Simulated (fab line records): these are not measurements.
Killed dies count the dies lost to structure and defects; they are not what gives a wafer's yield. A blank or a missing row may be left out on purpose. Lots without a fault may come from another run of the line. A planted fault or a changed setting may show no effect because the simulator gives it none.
Which tool was responsible?	flow sky130	14 lots with 42 wafers sampled at 4 steps, on a route of 708 steps

## WHAT THE GAUGES READ, wafer by wafer
SKY_VT_ADJUST_HVTR_CD_MEAS_07 targets a cd of 380 nm. Usual: cdNm at 379.4 nm, with a standard deviation of 2.4.
lot	measured	on	cdNm (nm)	flag
L853	day 10 11:22	cdSem-01	381.3 381.1 383.5	
L854	day 10 15:24	cdSem-01	378.0 379.4 379.9	
L855	day 10 21:46	cdSem-01	380.4 382.3 379.2	
L856	day 11 02:13	cdSem-01	377.6 378.6 381.1	
L857	day 11 04:41	cdSem-01	378.7 378.1 376.8	
L858	day 11 07:12	cdSem-01	377.4 377.6 378.7	
L859	day 11 07:37	cdSem-01	381.9 382.5 381.6	
L861	day 11 08:09	cdSem-01	378.8 380.7 378.1	
L864	day 11 11:16	cdSem-01	377.3 380.0 380.7	
L866	day 11 13:38	cdSem-01	382.6 381.4 383.8	
L868	day 17 13:41	cdSem-01	378.7 380.6 378.7	
L872	day 17 16:55	cdSem-02	377.6 376.6 379.2	
L870	day 17 18:35	cdSem-02	381.7 380.2 378.9	
L871	day 17 19:30	cdSem-02	376.2 373.3 376.9	

SKY_SONOS_TUNNEL_OVL_MEAS_08. Usual: SONOS_TUNNEL_OVL 0.4 nm, standard deviation 1.5.
lot	measured	on	SONOS_TUNNEL_OVL (nm)	flag
L853	day 12 12:49	overlay-02	2.4 -1.5 -1.5	
L854	day 12 17:19	overlay-01	1.3 1.4 -0.2	
L855	day 13 00:10	overlay-01	1.6 1.2 1.0	
L856	day 13 04:34	overlay-01	2.0 2.3 2.2	
L857	day 13 07:01	overlay-01	1.0 1.4 2.9	
L858	day 13 08:56	overlay-01	-0.5 2.1 -1.1	
L859	day 13 09:04	overlay-01	0.9 0.9 0.8	
L861	day 13 12:04	overlay-01	0.7 0.7 2.2	
L864	day 13 14:05	overlay-01	0.5 -0.7 0.6	
L866	day 13 16:13	overlay-02	1.0 -0.7 -2.0	
L868	day 20 05:08	overlay-02	0.1 1.8 0.6	
L872	day 20 09:13	overlay-02	1.6 2.1 1.5	
L870	day 20 10:00	overlay-02	1.0 0.7 2.2	
L871	day 20 10:10	overlay-01	1.3 0.2 0.9	

SKY_LDD_P_CD_MEAS_07 targets a cd of 380 nm. Usual: cdNm at 379.8 nm, with a standard deviation of 2.6.
lot	measured	on	cdNm (nm)	flag
L853	day 20 11:53	cdSem-01	375.5 380.9 379.0	
L854	day 20 19:31	cdSem-01	379.1 376.9 379.0	
L855	day 21 00:31	cdSem-01	380.3 382.3 379.7	
L856	day 21 09:19	cdSem-01	380.6 378.4 378.2	
L857	day 21 12:26	cdSem-01	385.2 384.1 385.6	
L858	day 21 16:53	cdSem-01	382.3 383.8 382.7	
L859	day 21 17:52	cdSem-01	381.9 381.9 383.3	
L861	day 21 20:05	cdSem-01	377.8 378.2 376.4	
L864	day 22 01:31	cdSem-01	378.3 379.5 381.7	
L866	day 21 23:41	cdSem-02	376.7 374.7 377.0	
L868	day 28 10:05	cdSem-02	380.4 379.3 378.0	
L872	day 28 13:01	cdSem-02	384.1 382.1 384.1	
L870	day 28 13:58	cdSem-01	378.6 379.7 379.6	
L871	day 28 15:26	cdSem-02	377.3 377.8 376.3	

## EACH LOT AND THE TOOL THAT RAN IT (in order: tool; ch and the chambers of the sampled wafers; start)
lot	SKY_LDD_N_EXPOSE_04
L853	ilineStepper-01 ch 0, day 18 11:41
L854	ilineStepper-01 ch 0, day 18 19:34
L855	ilineStepper-02 ch 0, day 19 00:53
L856	ilineStepper-01 ch 0, day 19 09:25
L857	ilineStepper-02 ch 0, day 19 11:47
L858	ilineStepper-02 ch 0, day 19 16:16
L859	ilineStepper-01 ch 0, day 19 17:00
L861	ilineStepper-01 ch 0, day 19 20:28
L864	ilineStepper-02 ch 0, day 20 01:55
L866	ilineStepper-02 ch 0, day 20 00:34
L868	ilineStepper-01, day 26 14:04
L872	ilineStepper-01, day 26 16:31
L870	ilineStepper-01 ch 0, day 26 18:07
L871	ilineStepper-01 ch 0, day 26 20:11
- SKY_LDD_N_EXPOSE_04: exposes mask NTM, target cd 840 nm.

## WHAT THE TOOLS THEMSELVES READ (means of the sampled wafers that have a number; where no wafer has one, the mark that the record gives instead)
SKY_LDD_N_EXPOSE_04. Usual: exposureDoseMJCm2 109.98, standard deviation 0.11; focusOffsetNm 0.0 nm, standard deviation 0.58.
lot	tool	exposureDoseMJCm2	focusOffsetNm (nm)	flag
L853	ilineStepper-01	109.93	0.0	
L854	ilineStepper-01	110.19	-0.0	
L855	ilineStepper-02	110.09	-0.4	
L856	ilineStepper-01	110.11	-0.8	
L857	ilineStepper-02	109.90	0.3	
L858	ilineStepper-02	109.95	0.8	
L859	ilineStepper-01	110.07	-0.7	
L861	ilineStepper-01	110.00	0.1	
L864	ilineStepper-02	109.90	-0.6	
L866	ilineStepper-02	110.09	-0.0	
L868	ilineStepper-01	-	-	OFF
L872	ilineStepper-01	-	-	OFF
L870	ilineStepper-01	110.02	0.4	
L871	ilineStepper-01	109.80	0.7	

## THE ANSWER, worked out from the rows above alone
Rule: take the mean of a lot's wafers that have a number; if it is more than 3 standard deviations from the usual mean, the lot is off. A lot without any number at a reading at which 4 lots or more have one is off too. All remaining lots with rows at the step are treated as sound. Order of review: gauges by route order, followed by the tools' own readings, for which a lot's mean as printed above is used. At the first step where some lot is off, the reading lying furthest off is the one used; lots without a number count as furthest.
Off: L868, L872, at SKY_LDD_N_EXPOSE_04 (exposureDoseMJCm2). Without a number there: L868, L872.
If a tool, at that step or one of the process steps before it, ran each lot that is off and ran no sound lot following the first of them, it fits. Not one of the candidates tried fits.

## WHAT THE SIMULATOR HAD PUT IN
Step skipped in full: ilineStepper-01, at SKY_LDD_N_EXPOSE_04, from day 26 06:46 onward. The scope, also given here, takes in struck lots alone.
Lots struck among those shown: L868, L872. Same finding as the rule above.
